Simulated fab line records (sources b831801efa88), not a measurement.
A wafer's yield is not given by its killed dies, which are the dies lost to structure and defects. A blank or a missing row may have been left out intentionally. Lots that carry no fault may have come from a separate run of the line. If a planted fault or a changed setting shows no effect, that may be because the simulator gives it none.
Which of the tools did it? -- flow gf180mcu -- Sampling: 6 lots, 18 wafers, 4 of 602 route steps

== WHAT EACH GAUGE READ, for each wafer ==
GF_SAB_THK_MEAS_01.
lot,measured,on,SAB_CVD_00_THK (nm)
L187,day 14 10:17,film_metro-01,50.3 50.9 51.0
L190,day 15 23:15,film_metro-01,51.3 50.0 50.6
L194,day 17 22:58,film_metro-01,48.6 50.3 49.7
L196,day 18 08:46,film_metro-04,49.6 49.8 50.3
L202,day 20 08:31,film_metro-04,50.0 51.0 50.3
L208,day 22 00:31,film_metro-02,49.3 50.6 51.1

== WHICH TOOL RAN EACH LOT (tool, then ch and the chambers of the sampled wafers, then the start) ==
lot,GF_MVSD_STRIP_10,GF_PSD_RTA_13,GF_SAB_CVD_00
L187,"plasma_asher-03 ch 0,1, day 4 18:53","rtp_anneal-02 ch 0, day 14 09:57","pecvd-01 ch 0,1, day 14 10:14"
L190,"plasma_asher-03 ch 0,1, day 5 18:50","rtp_anneal-02 ch 0, day 15 22:54","pecvd-04 ch 0,1,2, day 15 23:14"
L194,"plasma_asher-03 ch 0,1, day 6 18:02","rtp_anneal-01 ch 0, day 17 22:38","pecvd-04 ch 0,1,2, day 17 22:56"
L196,"plasma_asher-04 ch 0,1, day 7 03:14","rtp_anneal-01 ch 0, day 18 08:25","pecvd-04 ch 0,1, day 18 08:44"
L202,"plasma_asher-03 ch 0,1, day 8 12:32","rtp_anneal-02 ch 0, day 20 08:10","pecvd-03 ch 0,2, day 20 08:29"
L208,"plasma_asher-02 ch 0,1, day 9 21:52","rtp_anneal-01 ch 0, day 22 00:10","pecvd-01 ch 0,1,2, day 22 00:29"
- GF_MVSD_STRIP_10: strips in O2/N2.
- GF_PSD_RTA_13: time 20 s.
- GF_SAB_CVD_00: deposits SiO2 from TEOS, target thk 50 nm, time 4.9302 s.

== THE ANSWER, worked out from the rows above alone ==
Rule: the lots themselves supply what counts as usual. Put in order of their means at a reading, lots are off if they are a third of the lots or fewer, leave a main group of 4 or more, and stand apart from it by a gap of 3 or more times the standard deviation of the main group's means; of several such gaps the widest counts. Not used: any main group whose means are identical at the precision the tables above print for the reading. Also off: a lot with no number at a reading for which 4 or more lots have one. The other lots that the step has rows for count as sound.
Across all readings shown, no lot is off: no conclusion can be drawn from this.

== WHAT THE SIMULATOR HAD PUT IN ==
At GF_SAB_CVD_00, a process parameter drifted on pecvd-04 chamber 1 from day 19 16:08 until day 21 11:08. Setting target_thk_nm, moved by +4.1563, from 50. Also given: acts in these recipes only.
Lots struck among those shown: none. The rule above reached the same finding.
